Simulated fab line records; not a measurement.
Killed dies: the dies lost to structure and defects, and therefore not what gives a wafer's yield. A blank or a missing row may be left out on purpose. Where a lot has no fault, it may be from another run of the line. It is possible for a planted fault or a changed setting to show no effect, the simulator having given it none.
fab line records	flow sky130
record lots=7	wafers=17	last-day=49
route steps=708 shown VIA2@524 METAL3@532 CAPM@537 PAD_OPEN@708
lots that met no fault: from a run of the same line without faults
start-h: hours from the record's opening day to when the first of the lot's shown wafers began	wait-h: time in hours since the lot's previous step	" same as the row above	L1.1+2: a single row standing in for several wafers	- no value present, or no start provided	* or withheld: withheld	< > ~ a bound
route shown NAME@n: a module of which the file shows steps, and the number in the route of the first	usual: mean/standard deviation taken from wafers without a fault	same: alike in all rows	chamber/n: place in a boat	sites: per-site readings	_std_site: standard deviation across them	_edge_site: outer sites' mean less inner sites'	radius-mm: for every site, how far away it sits from the centre of the wafer	mask NAME#n: copy n	behind: the tool/chamber that last shaped the wafer	hold: what put the lot on hold/how long, in hours/how the hold closed	device: the transistor (n, p or np) that didn't switch	end of line: the same wafers' tests at the end of the route	a step with no rows: only its recipe	killed: the dies lost at the first sort to structure and to defects; this is not the yield of the wafer	map: a wafer's dies, marking killed ones x, the rest . and places with no die _
set.NAME: the setting that was run; set.NAME@STEP: the one run at that earlier step	model.NAME: the simulator's own value behind a step, which no gauge read
lots at selected steps of the route; one table per step, one row per wafer
services: a tool's chamber out of use, with start hour (start-h, from the record's first day; less than 0 if before it), hours out, and reason
## steps
# step SKY_VIA2_STRIP_17
# recipe chemistry=post-etch-residue-remover	time-s=1200	temp-c=72.5
# step SKY_VIA2_CLEAN_18
# recipe chemistry=IPA	time-s=180	temp-c=25
# step SKY_VIA2_CLEAN_19
# recipe chemistry=O3/DIW	dry=n2-spin
# step SKY_VIA2_SPUTTER_20
# recipe material=TiN	target-thk-nm=20	chamber-pressure-pa=5	power-w=4000	time-s=80
# usual throttle-valve-pct=30.1/1.3
lot.wafer	tool	chamber	start-h	wait-h	throttle-valve-pct
L673.1	pvd-sputter-02	-	863.82	0.0	30.1
L673.2	"	-	"	"	28.5
L673.5	"	-	"	"	28.7
L675.4	pvd-sputter-02	-	871.19	0.0	28.3
L675.5	"	-	"	"	28.5
L675.6	"	-	"	"	31.3
L674.2	pvd-sputter-02	-	873.38	0.0	28.6
L674.4	"	-	"	"	30.0
L674.6	"	-	"	"	30.0
L677.6	pvd-sputter-03	-	882.06	0.0	28.8
L678.2	pvd-sputter-01	-	887.11	0.0	28.5
L683.1	pvd-sputter-03	-	925.81	0.0	32.1
L683.2	"	-	"	"	28.6
L683.3	"	-	"	"	31.6
L693.1	pvd-sputter-03	-	991.97	0.0	31.4
L693.5	"	-	"	"	31.9
L693.6	"	-	"	"	31.5
# step SKY_VIA2_CVD_21
# recipe material=W	target-thk-nm=420	time-s=126.4	temp-c=400	pressure-torr=40
# step SKY_VIA2_RS_MEAS_22
# recipe thk-meas-gauge=four-point-probe	reads=W_of_VIA2_CVD_21+TiN_of_VIA2_SPUTTER_20
# usual VIA2_W_RS=0.273/0.0035
lot.wafer	tool	chamber	start-h	wait-h	VIA2_W_RS[ohm/sq]
L673.1	film-metro-02	-	864.01	0.1	0.274
L673.2	"	-	"	"	0.273
L673.5	"	-	"	"	0.275
L675.4	film-metro-02	-	871.44	0.1	0.273
L675.5	"	-	"	"	0.282
L675.6	"	-	"	"	0.275
L674.2	film-metro-01	-	873.59	0.1	0.280
L674.4	"	-	"	"	0.273
L674.6	"	-	"	"	0.272
L677.6	film-metro-04	-	882.32	0.1	0.269
L678.2	film-metro-02	-	887.32	0.1	0.275
L683.1	film-metro-02	-	926.01	0.1	0.270
L683.2	"	-	"	"	0.268
L683.3	"	-	"	"	0.270
L693.1	film-metro-01	-	992.16	0.1	0.277
L693.5	"	-	"	"	0.275
L693.6	"	-	"	"	0.275
# step SKY_VIA2_THK_MEAS_23
# recipe thk-meas-gauge=xrf	reads=W_of_VIA2_CVD_21
# usual VIA2_W_THK=406/5.7
lot.wafer	tool	chamber	start-h	wait-h	VIA2_W_THK[nm]
L673.1	film-metro-02	-	864.13	0.1	400
L673.2	"	-	"	"	403
L673.5	"	-	"	"	397
L675.4	film-metro-02	-	871.53	0.1	402
L675.5	"	-	"	"	392
L675.6	"	-	"	"	400
L674.2	film-metro-01	-	873.70	0.1	394
L674.4	"	-	"	"	407
L674.6	"	-	"	"	407
L677.6	film-metro-04	-	882.39	0.1	416
L678.2	film-metro-02	-	887.43	0.1	403
L683.1	film-metro-02	-	926.13	0.1	406
L683.2	"	-	"	"	411
L683.3	"	-	"	"	405
L693.1	film-metro-01	-	992.28	0.1	403
L693.5	"	-	"	"	412
L693.6	"	-	"	"	409
# step SKY_VIA2_CMP_24
# recipe stop-on=SiO2	t-overpolish-s=18.53	down-force-psi=3.5	platen-rpm=60	target-thk-nm=0	pad-velocity-m-s=0.94248
# step SKY_METAL3_SPUTTER_00
# recipe material=Ti	target-thk-nm=15	power-w=3000	time-s=10	chamber-pressure-pa=0.4
# usual throttle-valve-pct=30.2/1.2
lot.wafer	tool	chamber	start-h	wait-h	throttle-valve-pct
L673.1	pvd-sputter-03	-	864.49	0.2	32.2
L673.2	"	-	"	"	31.4
L673.5	"	-	"	"	28.6
L675.4	pvd-sputter-03	-	871.86	0.2	31.9
L675.5	"	-	"	"	31.9
L675.6	"	-	"	"	31.6
L674.2	pvd-sputter-03	-	874.05	0.1	28.5
L674.4	"	-	"	"	28.8
L674.6	"	-	"	"	29.0
L677.6	pvd-sputter-03	-	882.72	0.1	28.9
L678.2	pvd-sputter-03	-	887.78	0.2	28.8
L683.1	pvd-sputter-02	-	926.59	0.1	31.0
L683.2	"	-	"	"	29.7
L683.3	"	-	"	"	28.6
L693.1	pvd-sputter-02	-	992.64	0.2	28.5
L693.5	"	-	"	"	28.4
L693.6	"	-	"	"	30.9
# step SKY_METAL3_SPUTTER_01
# recipe material=TiN	target-thk-nm=20	power-w=6500	time-s=16.7	chamber-pressure-pa=0.4
# step SKY_METAL3_SPUTTER_02
# recipe material=AlCu	target-thk-nm=735	power-w=10600	time-s=39.1	chamber-pressure-pa=0.4
# step SKY_METAL3_SPUTTER_03
# recipe material=Ti	target-thk-nm=5	power-w=3000	time-s=3.3	chamber-pressure-pa=0.4
# usual throttle-valve-pct=30.2/1.2
lot.wafer	tool	chamber	start-h	wait-h	throttle-valve-pct
L673.1	pvd-sputter-03	-	864.58	0.0	32.1
L673.2	"	-	"	"	31.8
L673.5	"	-	"	"	28.8
L675.4	pvd-sputter-03	-	871.95	0.0	31.6
L675.5	"	-	"	"	32.0
L675.6	"	-	"	"	31.7
L674.2	pvd-sputter-03	-	874.14	0.0	28.7
L674.4	"	-	"	"	28.9
L674.6	"	-	"	"	29.0
L677.6	pvd-sputter-03	-	882.80	0.0	28.7
L678.2	pvd-sputter-03	-	887.87	0.0	28.9
L683.1	pvd-sputter-02	-	926.68	0.0	30.6
L683.2	"	-	"	"	30.0
L683.3	"	-	"	"	28.6
L693.1	pvd-sputter-02	-	992.72	0.0	28.4
L693.5	"	-	"	"	28.6
L693.6	"	-	"	"	31.4
# step SKY_METAL3_SPUTTER_04
# recipe material=TiN	target-thk-nm=70	power-w=6500	time-s=58.3	chamber-pressure-pa=0.4
# usual throttle-valve-pct=30.2/1.2
lot.wafer	tool	chamber	start-h	wait-h	throttle-valve-pct
L673.1	pvd-sputter-03	-	864.60	0.0	32.1
L673.2	"	-	"	"	31.3
L673.5	"	-	"	"	28.6
L675.4	pvd-sputter-03	-	871.97	0.0	32.2
L675.5	"	-	"	"	31.9
L675.6	"	-	"	"	31.6
L674.2	pvd-sputter-03	-	874.16	0.0	28.7
L674.4	"	-	"	"	29.1
L674.6	"	-	"	"	28.8
L677.6	pvd-sputter-03	-	882.83	0.0	29.0
L678.2	pvd-sputter-03	-	887.89	0.0	28.8
L683.1	pvd-sputter-02	-	926.70	0.0	30.8
L683.2	"	-	"	"	30.0
L683.3	"	-	"	"	28.9
L693.1	pvd-sputter-02	-	992.74	0.0	28.5
L693.5	"	-	"	"	28.5
L693.6	"	-	"	"	31.0
# step SKY_CAPM_CVD_00
# recipe material=SiO2	target-thk-nm=15.5	temp-c=400	time-s=withheld	rf-w=450
# step SKY_CAPM_THK_MEAS_01
# recipe reads=SiO2_of_CAPM_CVD_00
# usual CAPM_CVD_00_THK=15.57/0.29
lot.wafer	tool	chamber	start-h	wait-h	CAPM_CVD_00_THK[nm]
L673.1	film-metro-03	-	864.67	-	15.43
L673.2	"	-	"	"	15.21
L673.5	"	-	"	"	15.42
L675.4	film-metro-02	-	872.07	-	15.95
L675.5	"	-	"	"	15.62
L675.6	"	-	"	"	15.96
L674.2	film-metro-03	-	874.24	-	15.39
L674.4	"	-	"	"	15.46
L674.6	"	-	"	"	15.48
L677.6	film-metro-02	-	882.93	-	15.62
L678.2	film-metro-01	-	887.97	-	15.03
L683.1	film-metro-02	-	926.77	-	15.60
L683.2	"	-	"	"	15.43
L683.3	"	-	"	"	15.52
L693.1	film-metro-02	-	992.82	-	15.45
L693.5	"	-	"	"	15.74
L693.6	"	-	"	"	15.57
# step SKY_CAPM_SPUTTER_02
# recipe material=TiN	target-thk-nm=200	temp-c=300	power-w=6500	time-s=166.7	chamber-pressure-pa=0.4
# step SKY_CAPM_RS_MEAS_03
# recipe thk-meas-gauge=four-point-probe	reads=TiN_of_CAPM_SPUTTER_02
# usual CAPM_TIN_RS=6.95/0.084
lot.wafer	tool	chamber	start-h	wait-h	CAPM_TIN_RS[ohm/sq]
L673.1	film-metro-01	-	864.84	0.1	7.10
L673.2	"	-	"	"	6.90
L673.5	"	-	"	"	6.95
L675.4	film-metro-01	-	872.27	0.1	6.98
L675.5	"	-	"	"	6.86
L675.6	"	-	"	"	6.87
L674.2	film-metro-02	-	874.42	0.1	6.86
L674.4	"	-	"	"	6.89
L674.6	"	-	"	"	6.76
L677.6	film-metro-03	-	883.15	0.1	6.85
L678.2	film-metro-03	-	888.15	0.1	7.05
L683.1	film-metro-01	-	926.94	0.1	6.88
L683.2	"	-	"	"	7.00
L683.3	"	-	"	"	7.06
L693.1	film-metro-02	-	992.99	0.1	7.16
L693.5	"	-	"	"	7.03
L693.6	"	-	"	"	6.91
# step SKY_CAPM_THK_MEAS_04
# recipe thk-meas-gauge=xrf	reads=TiN_of_CAPM_SPUTTER_02
# usual CAPM_TIN_THK=197.0/2.6
lot.wafer	tool	chamber	start-h	wait-h	CAPM_TIN_THK[nm]
L673.1	film-metro-01	-	864.96	0.1	192.2
L673.2	"	-	"	"	198.3
L673.5	"	-	"	"	197.1
L675.4	film-metro-01	-	872.36	0.1	195.5
L675.5	"	-	"	"	198.0
L675.6	"	-	"	"	198.3
L674.2	film-metro-02	-	874.53	0.1	200.0
L674.4	"	-	"	"	199.2
L674.6	"	-	"	"	203.4
L677.6	film-metro-03	-	883.22	0.1	198.6
L678.2	film-metro-03	-	888.26	0.1	195.4
L683.1	film-metro-01	-	927.06	0.1	198.3
L683.2	"	-	"	"	194.3
L683.3	"	-	"	"	193.9
L693.1	film-metro-02	-	993.11	0.1	191.8
L693.5	"	-	"	"	195.8
L693.6	"	-	"	"	198.5
# step SKY_CAPM_DEHYDRATE_05
# recipe temp-c=200	time-s=60
# step SKY_CAPM_HMDS_06
# recipe prime-time-s=60	prime-temp-c=120
# step SKY_CAPM_COAT_07
# recipe resist=NOVOLAK	spin-rpm=3000	resist-thk-nm=1140
# step SKY_CAPM_SOFTBAKE_08
# recipe temp-c=90	time-s=60	resist=NOVOLAK
# step SKY_CAPM_EXPOSE_09
# recipe mask-id=CAPM	na=0.6	source-shape=conventional	sigma-outer=0.6	polarization=unpolarized	target-cd-nm=1000	dose-mj=159
# step SKY_CAPM_PEB_10
# recipe temp-c=withheld	time-s=*	resist=NOVOLAK
# step SKY_CAPM_DEVELOP_11
# recipe resist=NOVOLAK	developer=TMAH	develop-time-s=60	dev-temp-c=23
# step SKY_CAPM_OVL_MEAS_12
# usual CAPM_OVL=1.1/1.6
lot.wafer	tool	chamber	start-h	wait-h	CAPM_OVL[nm]
L673.1	overlay-02	-	890.34	0.1	0.8
L673.2	"	-	"	"	-0.2
L673.5	"	-	"	"	-0.7
L675.4	overlay-01	-	896.86	0.1	1.6
L675.5	"	-	"	"	2.6
L675.6	"	-	"	"	2.8
L674.2	overlay-02	-	899.06	0.1	2.7
L674.4	"	-	"	"	4.6
L674.6	"	-	"	"	3.3
L677.6	overlay-02	-	907.79	0.0	1.7
L678.2	overlay-01	-	913.31	0.1	0.5
L683.1	overlay-02	-	951.36	0.1	2.7
L683.2	"	-	"	"	2.8
L683.3	"	-	"	"	4.3
L693.1	overlay-01	-	1016.06	0.1	2.4
L693.5	"	-	"	"	1.7
L693.6	"	-	"	"	1.0
# step SKY_CAPM_METAL_ETCH_13
# recipe target-depth-nm=220	stop-on=SiO2	chemistry=Cl2/BCl3	target=TiN	pressure-mtorr=10	icp-w=900	bias-w=48.5	Cl2_flow_sccm=60	bcl3-flow-sccm=30	time-s=62.9
# step SKY_CAPM_STRIP_14
# recipe chemistry=O2/N2	power-w=1400	pressure-mtorr=1500	platen-temp-c=withheld	o2-flow-sccm=3000	n2-flow-sccm=300	overash-fraction=0.5
# usual drypump-motor-current-A=6.0/0.54	oes-product-au=0.711/0.0045	strip-time-to-endpoint-s=12.64/0.053
lot.wafer	tool	chamber	start-h	wait-h	drypump-motor-current-A	oes-product-au	rf-hours-counter-h	strip-time-to-endpoint-s
L673.1	plasma-asher-03	0	890.46	0.1	6.3	0.709	73	12.63
L673.2	"	1	"	"	5.9	0.710	73	12.61
L673.5	"	0	"	"	6.3	0.704	-	12.60
L675.4	plasma-asher-02	1	896.99	0.1	5.0	0.714	-	12.61
L675.5	"	1	"	"	5.0	0.712	-	12.61
L675.6	"	0	"	"	6.0	0.707	-	12.59
L674.2	plasma-asher-03	0	899.17	0.1	6.3	0.703	74	12.61
L674.4	"	0	"	"	6.3	0.712	-	12.65
L674.6	"	0	"	"	6.3	0.707	-	12.61
L677.6	plasma-asher-01	1	907.94	0.1	6.7	0.707	-	12.64
L678.2	plasma-asher-01	0	913.42	0.1	5.6	0.715	16	12.63
L683.1	plasma-asher-02	1	951.47	0.1	5.0	0.711	54	12.56
L683.2	"	0	"	"	6.0	0.713	54	12.53
L683.3	"	0	"	"	6.0	0.711	-	12.50
L693.1	plasma-asher-02	0	1016.25	0.1	6.0	0.719	60	12.65
L693.5	"	0	"	"	6.0	0.710	-	12.72
L693.6	"	1	"	"	5.0	0.708	-	12.60
# step SKY_CAPM_STRIP_15
# recipe chemistry=post-etch-residue-remover	time-s=1200	temp-c=72.5
# step SKY_CAPM_CLEAN_16
# recipe chemistry=IPA	time-s=180	temp-c=25
# step SKY_CAPM_CLEAN_17
# recipe chemistry=O3/DIW	dry=n2-spin
# step SKY_METAL3_DEHYDRATE_05
# recipe temp-c=200	time-s=60
# step SKY_METAL3_HMDS_06
# recipe prime-time-s=60	prime-temp-c=120
# step SKY_METAL3_COAT_07
# recipe resist=BARC	temp-c=withheld	time-s=withheld	spin-rpm=3000	resist-thk-nm=60
# step SKY_METAL3_COAT_08
# recipe resist=KrF-thick	spin-rpm=3000	resist-thk-nm=1140
# step SKY_METAL3_SOFTBAKE_09
# recipe temp-c=100	time-s=90	resist=KrF-thick
# step SKY_METAL3_EXPOSE_10
# recipe mask-id=MM3	na=0.68	source-shape=annular	sigma-inner=0.4	sigma-outer=0.8	target-cd-nm=300	dose-mj=28
# step SKY_METAL3_PEB_11
# recipe peb-temp-c=withheld	peb-time-s=withheld	resist=KrF-thick
# step SKY_METAL3_DEVELOP_12
# recipe develop-time-s=60	resist=KrF-thick	dev-temp-c=20.23
# step SKY_METAL3_CD_MEAS_13
# recipe target-cd-nm=300
# usual cd-nm=299.7/1.3
lot.wafer	tool	chamber	start-h	wait-h	cd-nm
L673.1	cd-sem-01	-	916.54	-	300.3
L673.2	"	-	"	"	299.5
L673.5	"	-	"	"	300.1
L675.4	cd-sem-01	-	922.84	-	300.1
L675.5	"	-	"	"	296.0
L675.6	"	-	"	"	298.1
L674.2	cd-sem-01	-	924.96	-	300.7
L674.4	"	-	"	"	300.9
L674.6	"	-	"	"	300.8
L677.6	cd-sem-01	-	933.19	-	299.8
L678.2	cd-sem-01	-	938.38	-	295.7
L683.1	cd-sem-02	-	975.81	-	299.9
L683.2	"	-	"	"	299.5
L683.3	"	-	"	"	300.0
L693.1	cd-sem-02	-	1039.70	-	297.9
L693.5	"	-	"	"	298.7
L693.6	"	-	"	"	297.8
# step SKY_METAL3_OVL_MEAS_14
# usual METAL3_OVL=5/5.3
lot.wafer	tool	chamber	start-h	wait-h	METAL3_OVL[nm]
L673.1	overlay-02	-	916.66	0.1	9
L673.2	"	-	"	"	2
L673.5	"	-	"	"	5
L675.4	overlay-01	-	922.92	0.1	-6
L675.5	"	-	"	"	6
L675.6	"	-	"	"	-2
L674.2	overlay-01	-	925.07	0.1	0
L674.4	"	-	"	"	8
L674.6	"	-	"	"	7
L677.6	overlay-01	-	933.24	0.0	6
L678.2	overlay-02	-	938.49	0.1	8
L683.1	overlay-02	-	975.93	0.1	0
L683.2	"	-	"	"	6
L683.3	"	-	"	"	3
L693.1	overlay-02	-	1039.82	0.1	1
L693.5	"	-	"	"	-2
L693.6	"	-	"	"	3
# step SKY_METAL3_DESCUM_15
# recipe chemistry=O2	source-power-w=150	bias-power-w=0	pressure-mtorr=10	temp-c=40	time-s=8
# usual drypump-motor-current-A=5.6/0.6	oes-product-au=0.992/0.011
lot.wafer	tool	chamber	start-h	wait-h	drypump-motor-current-A	oes-product-au	rf-hours-counter-h
L673.1	rie-metal-04	0	916.70	0.0	4.7	0.992	4
L673.2	"	1	"	"	5.2	0.994	13
L673.5	"	0	"	"	4.7	1.001	-
L675.4	rie-metal-03	0	922.95	0.0	5.6	0.982	-
L675.5	"	0	"	"	5.6	0.993	-
L675.6	"	1	"	"	6.5	0.980	-
L674.2	rie-metal-02	1	925.10	0.0	6.0	0.978	13
L674.4	"	1	"	"	6.0	0.973	-
L674.6	"	0	"	"	5.2	0.996	-
L677.6	rie-metal-03	0	933.27	0.0	5.6	0.979	-
L678.2	rie-metal-04	0	938.52	0.0	4.7	0.999	5
L683.1	rie-metal-04	1	975.97	0.0	5.2	1.000	15
L683.2	"	0	"	"	4.7	0.996	7
L683.3	"	1	"	"	5.2	1.001	-
L693.1	rie-metal-03	1	1039.85	0.0	6.5	0.974	21
L693.5	"	0	"	"	5.6	0.975	-
L693.6	"	1	"	"	6.5	0.986	-
# step SKY_PAD_OPEN_PROBE_99
# usual killed_at_M0_to_M3=42/6.8	killed_at_M4_up=3.4/1.8	killed-at-contacts=25/5.7	killed-at-front-end=16/4.8	killed-at-other=0.2/0.39	killed-dies=87/9.6	killed-open=47/6.9	killed-short=40/6.3
# same gross-dies=492	killed-at-back-side=0
lot.wafer	tool	chamber	start-h	wait-h	killed_at_M0_to_M3	killed_at_M4_up	killed-at-contacts	killed-at-front-end	killed-at-other	killed-dies	killed-open	killed-short	model.etest.tester.sort-n-pass	model.etest.tester.sort-yield-pct	model.etest.tester.sort_bin_5_pct	model.etest.tester.sort_bin_3_pct
L673.1	prober-01	-	1090.91	0.1	46	3	26	9	1	85	42	43	407	82.72	9.756	0.6098
L673.2	prober-01	-	1090.96	0.1	52	3	37	18	0	110	59	51	382	77.64	13.21	0.6098
L673.5	prober-01	-	1091.11	0.2	36	2	27	20	0	85	47	38	407	82.72	11.18	0.6098
L675.4	prober-02	-	1094.18	0.2	38	5	24	17	1	85	42	43	407	82.72	10.37	1.016
L675.5	prober-02	-	1094.23	0.2	51	6	21	16	1	95	52	43	397	80.69	10.16	0.6098
L675.6	prober-02	-	1094.28	0.2	43	2	35	19	0	99	56	43	393	79.88	12.4	1.423
L674.2	prober-01	-	1095.73	0.1	77	4	21	17	0	119	32	41	373	75.81	14.43	2.033
L674.4	prober-01	-	1095.83	0.2	50	4	14	26	0	94	43	51	398	80.89	9.756	1.829
L674.6	prober-01	-	1095.93	0.2	88	5	21	15	1	130	39	38	362	73.58	16.46	2.846
L677.6	prober-01	-	1102.73	0.2	86	4	33	18	0	141	42	48	-	-	-	-
L678.2	prober-01	-	1107.48	0.1	92	2	22	17	0	133	54	40	-	-	-	-
L683.1	prober-01	-	1138.68	0.1	42	6	24	11	0	83	44	39	409	83.13	9.756	0.4065
L683.2	prober-01	-	1138.73	0.1	41	6	16	12	0	75	47	28	417	84.76	9.756	0.4065
L683.3	prober-01	-	1138.78	0.2	53	4	28	17	0	102	54	48	390	79.27	12.4	0.6098
L693.1	prober-01	-	1186.09	0.1	33	8	24	12	0	77	37	40	415	84.35	7.724	1.423
L693.5	prober-01	-	1186.29	0.2	47	4	24	11	0	86	39	47	406	82.52	11.38	0.4065
L693.6	prober-01	-	1186.34	0.2	46	3	20	20	0	89	47	42	403	81.91	11.18	0
# killed by level:class
L673.1 VIA1:geometric-particle:open=13 CONTACT:geometric-particle:short=7 LOCAL_INTERCONNECT:geometric-particle:short=6 CONTACT:geometric-particle:open=6 METAL1:geometric-particle:short=6 VIA3:geometric-particle:open=6 VIA2:geometric-particle:open=5 VIA1:geometric-particle:short=5
L673.2 VIA1:geometric-particle:open=17 CONTACT:geometric-particle:open=12 LOCAL_INTERCONNECT:geometric-particle:short=8 LI_CONTACT:geometric-particle:open=7 CONTACT:geometric-particle:short=7 METAL1:geometric-particle:short=6 FIELD_ISO:geometric-particle:short=5 VIA3:geometric-particle:open=5
L673.5 VIA1:geometric-particle:open=14 LI_CONTACT:geometric-particle:open=8 FIELD_ISO:geometric-particle:open=7 CONTACT:geometric-particle:open=7 CONTACT:geometric-particle:short=6 METAL2:geometric-particle:short=4 METAL3:geometric-particle:short=4 FIELD_ISO:geometric-particle:short=3
L675.4 CONTACT:geometric-particle:open=9 VIA2:geometric-particle:open=7 VIA1:geometric-particle:short=7 FIELD_ISO:geometric-particle:open=5 METAL1:geometric-particle:short=5 LI_CONTACT:geometric-particle:short=5 LI_CONTACT:geometric-particle:open=5 VIA1:geometric-particle:open=5
L675.5 VIA1:geometric-particle:open=12 FIELD_ISO:geometric-particle:short=9 VIA2:geometric-particle:open=9 METAL2:geometric-particle:short=9 LI_CONTACT:geometric-particle:open=8 CONTACT:geometric-particle:open=7 METAL1:geometric-particle:short=7 FIELD_ISO:geometric-particle:open=5
L675.6 CONTACT:geometric-particle:open=12 VIA2:geometric-particle:open=9 VIA1:geometric-particle:open=9 LI_CONTACT:geometric-particle:open=7 FIELD_ISO:geometric-particle:open=6 LI_CONTACT:geometric-particle:short=6 METAL1:geometric-particle:short=6 VIA3:geometric-particle:open=6
L674.2 METAL3:unspecified=46 VIA1:geometric-particle:open=7 FIELD_ISO:geometric-particle:short=6 LOCAL_INTERCONNECT:geometric-particle:short=5 CONTACT:geometric-particle:open=5 METAL3:geometric-particle:short=5 VIA3:geometric-particle:open=5 FIELD_ISO:geometric-particle:open=4
L674.4 VIA1:geometric-particle:open=11 VIA1:geometric-particle:short=9 POLY_GATE:geometric-particle:open=7 POLY_GATE:geometric-particle:short=7 CONTACT:geometric-particle:open=7 VIA2:geometric-particle:short=6 METAL2:geometric-particle:short=6 METAL1:geometric-particle:short=5
L674.6 METAL3:unspecified=53 VIA2:geometric-particle:open=7 POLY_GATE:geometric-particle:open=5 LI_CONTACT:geometric-particle:open=5 CONTACT:geometric-particle:open=5 CONTACT:geometric-particle:short=5 VIA1:geometric-particle:short=5 VIA1:geometric-particle:open=5
L677.6 METAL3:unspecified=51 LI_CONTACT:geometric-particle:open=9 CONTACT:geometric-particle:open=9 FIELD_ISO:geometric-particle:short=8 METAL2:geometric-particle:short=7 VIA1:geometric-particle:open=6 LOCAL_INTERCONNECT:geometric-particle:short=6 METAL1:geometric-particle:short=5
L678.2 METAL3:unspecified=39 VIA1:geometric-particle:open=15 CONTACT:geometric-particle:open=11 VIA2:geometric-particle:open=8 VIA3:geometric-particle:open=8 FIELD_ISO:geometric-particle:short=7 VIA1:geometric-particle:short=6 METAL1:geometric-particle:short=5
L683.1 VIA1:geometric-particle:open=14 LOCAL_INTERCONNECT:geometric-particle:short=7 CONTACT:geometric-particle:open=6 VIA3:geometric-particle:open=6 METAL4:geometric-particle:short=5 VIA1:geometric-particle:short=5 CONTACT:geometric-particle:short=4 VIA2:geometric-particle:open=4
L683.2 VIA1:geometric-particle:open=13 POLY_GATE:geometric-particle:open=6 LI_CONTACT:geometric-particle:open=6 CONTACT:geometric-particle:open=6 METAL1:geometric-particle:short=6 VIA2:geometric-particle:open=6 VIA1:geometric-particle:short=4 VIA3:geometric-particle:open=4
L683.3 VIA1:geometric-particle:open=14 CONTACT:geometric-particle:open=10 VIA2:geometric-particle:open=8 LOCAL_INTERCONNECT:geometric-particle:short=8 LI_CONTACT:geometric-particle:open=7 VIA3:geometric-particle:open=7 FIELD_ISO:geometric-particle:short=6 METAL1:geometric-particle:short=6
L693.1 CONTACT:geometric-particle:open=10 VIA1:geometric-particle:open=8 METAL4:geometric-particle:short=7 METAL1:geometric-particle:short=5 CONTACT:geometric-particle:short=5 VIA1:geometric-particle:short=5 VIA2:geometric-particle:open=5 FIELD_ISO:geometric-particle:short=4
L693.5 METAL2:geometric-particle:short=9 VIA1:geometric-particle:short=9 LI_CONTACT:geometric-particle:open=8 CONTACT:geometric-particle:open=7 VIA1:geometric-particle:open=7 CONTACT:geometric-particle:short=6 VIA2:geometric-particle:open=6 VIA2:geometric-particle:short=5
L693.6 VIA1:geometric-particle:open=10 METAL2:geometric-particle:short=7 VIA1:geometric-particle:short=7 LI_CONTACT:geometric-particle:open=6 CONTACT:geometric-particle:open=6 POLY_GATE:geometric-particle:open=5 VIA2:geometric-particle:short=5 VIA3:geometric-particle:short=5
# map L674.6 (x killed, . not)
__________...x.xx..._________
________....x...x...x._______
______.xx.xx............_____
_____.............x....x.____
____.x.....xx..x...x......___
___.x..x.....xx.xx.x.x.....__
__..............x.xx.xx..x.._
_.xx...............xxxxxxxx..
_..................xxxxxxxxxx
_.............x....xxxxxxx.x.
_......x...x...x...xxxxxxxxxx
_....x.......xx...x..xxxxxxx.
_...x....xxx......xxxxxxxx.xx
_x....x.......x.x....x.x..x..
_...x........x.xxx...x.x.....
__.x...........x..x....x.x.._
___.....x..................__
____.......x....x.........___
_____..............x..x.x____
______......x...x......x_____
________..x..x........_______
__________..x......x_________
# map L677.6 (x killed, . not)
__________..x.x....._________
________..x..x.xx...x._______
______.......x....x....x_____
_____.x...x.x...x..xx....____
____.........xx..........x___
___..xx..............xxxx..__
__......x....xx...xxxxxx...._
_...............x.xxxxxxxxx.x
_.x.x...........x...xxxxxxxx.
_.................xxxxxxxxx..
_.....x...x..x...x.xxxxxxxx..
_......x......x...xxxxxxxxxx.
_.............x....xxxxx.x...
_xxx...x.......xx.x....x.....
_.......x.........x.x........
__..x.....x.........xx.x..xx_
___.x...xx...xx.......x....__
____....x....x...........x___
_____...xx..x...x..x...x.____
______.x....x..........._____
________..xx.xxx...x.._______
__________..x.xx..x._________
## services
tool	chamber	start-h	hours	kind
plasma-asher-01	-	841.53	2.8	pm
plasma-asher-02	-	848.60	0.9	repair
rie-metal-02	-	850.68	2.8	pm
rie-metal-02	-	861.81	0.9	repair
pvd-sputter-03	0	872.01	-	consumable-replace:kit
pvd-sputter-03	0	872.01	18.0	scheduled-down
pvd-sputter-03	0	872.01	18.0	vent-cycle
rie-metal-02	-	872.82	1.4	pm
pvd-sputter-01	-	924.37	6.0	repair
pvd-sputter-02	-	931.45	1.9	repair
pvd-sputter-01	-	941.47	0.8	repair
pvd-sputter-02	-	966.21	5.3	repair
plasma-asher-01	-	980.87	0.3	repair
rie-metal-03	-	986.79	14.6	pm
pvd-sputter-02	1	999.98	-	consumable-replace:kit
pvd-sputter-02	1	999.98	18.0	scheduled-down
pvd-sputter-02	1	999.98	18.0	vent-cycle
pvd-sputter-02	-	1003.37	0.8	repair
pvd-sputter-03	3	1004.97	-	consumable-replace:kit
pvd-sputter-03	3	1004.97	18.0	scheduled-down
pvd-sputter-03	3	1004.97	18.0	vent-cycle
pvd-sputter-03	-	1018.12	6.7	repair
pvd-sputter-01	-	1025.49	2.4	repair
## key
first-sign step=SKY_PAD_OPEN_PROBE_99	reading=killed_at_M0_to_M3	direction=up	sigmas=6.4	usual=42	struck=86
effect step=SKY_PAD_OPEN_PROBE_99	reading=killed-dies	direction=up	sigmas=4.6	usual=87	struck=131
model-effect step=SKY_PAD_OPEN_PROBE_99	value=etest.tester.sort-n-pass	without=412	struck=367.5
met-at SKY_METAL3_SPUTTER_04
struck-wafers L674.2,L674.6,L677.6,L678.2
tester-left-out L677,L678
onset-between 864.60 874.16
earlier-fault kind=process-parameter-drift	tool=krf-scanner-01	chamber=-	onset-h=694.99	steps=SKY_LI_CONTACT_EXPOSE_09	channel=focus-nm	offset=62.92	spread-by-wafer=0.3	shape=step	end-h=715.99
fault kind=chamber-particle-source	tool=pvd-sputter-03	chamber=-	onset-h=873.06	steps=SKY_METAL3_SPUTTER_04	rate-per-visit-cm2=0.72063	scope=struck-wafers-only
# tester-left-out: of these lots the tester's yield and bins aren't shown, on N5 and GAA mostly nor the transistor test; their killed dies are dies lost to structure and defects alone, not to doping, threshold or leakage, so they don't give the yield
